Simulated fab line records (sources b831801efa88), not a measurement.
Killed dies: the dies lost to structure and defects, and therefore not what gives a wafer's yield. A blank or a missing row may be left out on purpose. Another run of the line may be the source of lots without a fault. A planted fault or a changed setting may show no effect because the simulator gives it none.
Problem report in the 8D (eight disciplines) form, filled by code    flow sky130    the parts of the form that need people (team, actions taken, sign-off) are left out

1. PROBLEM STATEMENT
Mean of dose_ions_cm2 at SKY_LDD_N_IMPLANT_09: 9.369e+13 across 6 wafers in 2 lots; on wafers with no fault it is 7.501e+13 (standard deviation 8.9e+10). That is +99 or more standard deviations from the usual mean.
First observed at day 21 02:05: wafer L374.1, on implanter-03. At this step, 42 wafers from 14 lots have a number in the record. Rule for "out", or "out of limits": more than 4 standard deviations from the usual mean. Any other wafer with a number is counted as sound.

2. WHAT IT IS; WHAT IT IS NOT
question                     is                                 is not
which readings at this step  dose_ions_cm2, faraday_current_uA  -
which lots                   L374, L375                         L365, L366, L367, L368, L372, L378, L379, L382, L384, L386, L387, L388
which wafers of those lots   all that have a number             -
read on which tools          implanter-03                       implanter-01, implanter-04
when                         from day 21 02:05                  up to then (15 sound wafers); but 21 sound wafers of L378, L379, L382, L384, L386, L387, L388 came after

3. THE SUSPECTS, EACH WITH WHAT RULES IT OUT
Counting: any tool at a process step up to the reading is kept as a suspect provided that every lot that is out went through it and no sound lot did after the first of them.
- implanter-03 at SKY_LDD_N_IMPLANT_09: ruled out as a lasting fault. Sound lots L387 ran on it after its first lot that is out, L374 (day 21 02:05).
Left after counting: nothing in the record.

4. THE CAUSE (what the simulator had put in)
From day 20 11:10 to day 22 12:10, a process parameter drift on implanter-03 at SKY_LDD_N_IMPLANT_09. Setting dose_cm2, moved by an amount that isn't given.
Counting ruled it out, wrongly.

5. SEQUENCE OF EFFECTS, ordered by route
Each row: a reading whose mean over the struck wafers that have a number lies more than 3 standard deviations from the usual. Scope: only readings with a usual standard deviation given in the record; hours: median across lots of the time from each lot's start at the first step in this table that gives one to its start at this step; sigmas: change in usual standard deviations.
hours  step                  reading                   usual      on struck wafers  change      sigmas
0      SKY_LDD_N_IMPLANT_09  dose_ions_cm2             7.501e+13  9.369e+13         +1.868e+13  +99 or more
0      SKY_LDD_N_IMPLANT_09  faraday_current_uA        423        529               +106        +12
1      SKY_LDD_N_STRIP_16    strip_time_to_endpoint_s  4.310 s    4.364             +0.054      +3.4
Process steps it contains:
- SKY_LDD_N_IMPLANT_09
- SKY_LDD_N_STRIP_16: strips in O2/N2.

6. HOW IT WOULD HAVE BEEN CAUGHT EARLIER
In this record the first reading out of limits was taken at day 21 02:05, 15 hours after the fault began at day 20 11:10.
